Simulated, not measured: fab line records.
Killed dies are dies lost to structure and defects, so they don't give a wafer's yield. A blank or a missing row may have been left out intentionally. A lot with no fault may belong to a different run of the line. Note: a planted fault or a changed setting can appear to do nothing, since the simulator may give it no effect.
Matching of chambers	flow gf180mcu	GF_V3_ETCH_16 on rieDiel-04: 4 sister chambers
The step etches BARC in N2/H2. 4 wafers are shown with their chamber, then 8 later ones without.

== EACH WAFER AND ITS CHAMBER ==
wafer	chamber	drypumpMotorCurrentA (A)
L844.4	2	5.9
L847.2	3	5.9
L847.3	0	5.6
L850.1	1	5.2

== WAFERS WITHOUT THEIR CHAMBER ==
wafer	drypumpMotorCurrentA (A)
L850.3	6.0
L850.4	5.6
L854.2	6.0
L854.3	5.6
L854.5	5.9
L855.1	6.0
L855.2	5.9
L855.3	5.2

== EACH ONE'S CHAMBER ==
wafer	from the rows above	in truth
L850.3	can't be placed: 2 or 3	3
L850.4	0	0
L854.2	can't be placed: 2 or 3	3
L854.3	0	0
L854.5	can't be placed: 2 or 3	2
L855.1	can't be placed: 2 or 3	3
L855.2	can't be placed: 2 or 3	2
L855.3	1	1
Correct placement for 3 of the 8. Unplaceable from these rows: 5, with the true chamber sitting among the candidates in 5. Number placed wrongly: 0.
How it was worked out, from the rows above alone: a wafer's distance from a chamber is the root of the sum, over the readings, of the square of ((its reading less the chamber's mean) divided by the reading's scatter). The wafer belongs to the nearest chamber; if the next one is less than 2 further off, it can't be placed. The mean given for a chamber averages the wafers shown for that chamber. The scatter: root of mean squared gap, hidden wafer to nearest shown wafer, with one shown wafer a chamber.
